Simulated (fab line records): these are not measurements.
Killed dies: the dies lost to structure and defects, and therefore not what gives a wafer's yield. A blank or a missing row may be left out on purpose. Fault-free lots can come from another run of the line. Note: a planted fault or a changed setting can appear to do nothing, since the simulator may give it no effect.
Comparing a struck lot with a sound one -- flow gf180mcu -- 18 steps out of a route of 602
Sound: these wafers, L247.1, L247.5, L247.6. Struck: wafer L259.5 (left out: L259.1, L259.4 of the same lot, which were not struck); the cause appears at the end.
Per side, at each step with rows, come the tool, then ch with its chambers, and then its first start. Under that, the readings that differ: sound wafers -- struck wafers -- difference of the means -- sigmas: that difference in standard deviations of wafers without a fault.
alike: words and numbers the same on both sides, and readings whose means are apart by under 2 such deviations; not compared: readings that were withheld, readings missing a value for some wafer, numbers with overlapping values and no deviation given by the record, and bounds like >300 which may hide the same value.
Wherever a step has rows on one side only, a row that says differs or no value, or a row with sigmas, the two part there. When numbers do not overlap yet have no deviation, they are printed without sigmas and do not part them. Lack of a reading on every wafer of one side parts them only where that side has two or more wafers.

first, 3 steps without rows for these wafers: GF_V2_EXPOSE_11 (exposes mask Via2, target cd 260 nm); GF_V2_PEB_12 (peb time 90 s); GF_V2_DEVELOP_13 (develop time 60 s).
GF_V2_CD_MEAS_14: target cd 260 nm.
  sound on cd sem-01, day 24 16:27; struck on cd sem-02, day 27 13:03
  alike: cd nm
GF_V2_OVL_MEAS_15:
  sound on overlay-02, day 24 16:34; struck on overlay-02, day 27 13:10
  alike: V2_OVL
GF_V2_ETCH_16: etches BARC in N2/H2.
  sound on rie diel-01 ch 1,2,3, day 24 16:37; struck on rie diel-01 ch 1, day 27 13:13
  alike: drypump motor current A, oes product au, rf fwd power W, throttle valve pct
GF_V2_ETCH_17: etches SiO2 in C4F8/O2/Ar, stops on TiN, target depth 630 nm.
  sound: rie diel-01 ch 1,2,3; struck: rie diel-01 ch 1
  alike: oes product au, rf fwd power W
GF_V2_STRIP_18: strips in O2/N2.
  sound on plasma asher-01 ch 0,1, day 24 16:44; struck on plasma asher-01 ch 1, day 27 13:20
  alike: drypump motor current A, heater power w, oes product au
  not compared: rf hours counter h
then, 3 steps without rows for these wafers: GF_V2_STRIP_19 (strips in post etch residue remover, time 1200 s); GF_V2_CLEAN_20 (cleans in DIW); GF_V2_SPUTTER_21 (material Ti, target thk 15 nm, time 80.02 s).
GF_V2_SPUTTER_22: material TiN, target thk 10 nm, time 40 s.
  sound on pvd sputter-03, day 24 17:24; struck on pvd sputter-02, day 27 13:56
  alike: throttle valve pct
GF_V2_CVD_23: deposits W, target thk 350 nm, time 104.94 s.
  sound on cvd w-01 ch 0,1, day 24 17:26; struck on cvd w-01 ch 0, day 27 13:58
reading,sound,struck,difference,sigmas
model.W_of_V2_CVD_23.thk nm (nm),355.9 358.3 354.2,267.3,-88.8,
  alike: heater power w
GF_V2_RS_MEAS_24: uses a four-point probe to measure.
  sound on film metro-02, day 24 17:33; struck on film metro-04, day 27 14:24
reading,sound,struck,difference,sigmas
V2_W_RS (ohm/sq),0.323 0.320 0.324,0.429,+0.107,+34
  not compared: hold
GF_V2_THK_MEAS_25: measures by xrf.
  sound on film metro-02, day 24 17:40; struck on film metro-04, day 27 19:58
reading,sound,struck,difference,sigmas
V2_W_THK (nm),345 346 342,264,-80,-16
  not compared: hold
GF_V2_CMP_26: polishes, stops on SiO2, t overpolish 15 s, target thk 0 nm.
  sound on cmp-02 ch 0,2,3, day 24 17:53; struck on cmp-02 ch 2, day 27 22:07
reading,sound,struck,difference,sigmas
hold,- - -,await dispo/2.1h/release,no value on the sound wafers,
time to endpoint s (s),95 91 80,68,-21,-5
  alike: motor current A
GF_M3_SPUTTER_00: material Ti, target thk 37.5 nm, time 150 s.
  sound on pvd sputter-04, day 24 18:02; struck on pvd sputter-02, day 27 22:25
  alike: throttle valve pct
GF_PASSIVATION_PROBE_99:
  sound wafers here have rows in the record (prober-01, day 32 12:16); struck ones have none

== WHERE THEY PART ==
First at GF_V2_RS_MEAS_24; last, within this record, at GF_PASSIVATION_PROBE_99.

WHY: whatever the simulator had introduced
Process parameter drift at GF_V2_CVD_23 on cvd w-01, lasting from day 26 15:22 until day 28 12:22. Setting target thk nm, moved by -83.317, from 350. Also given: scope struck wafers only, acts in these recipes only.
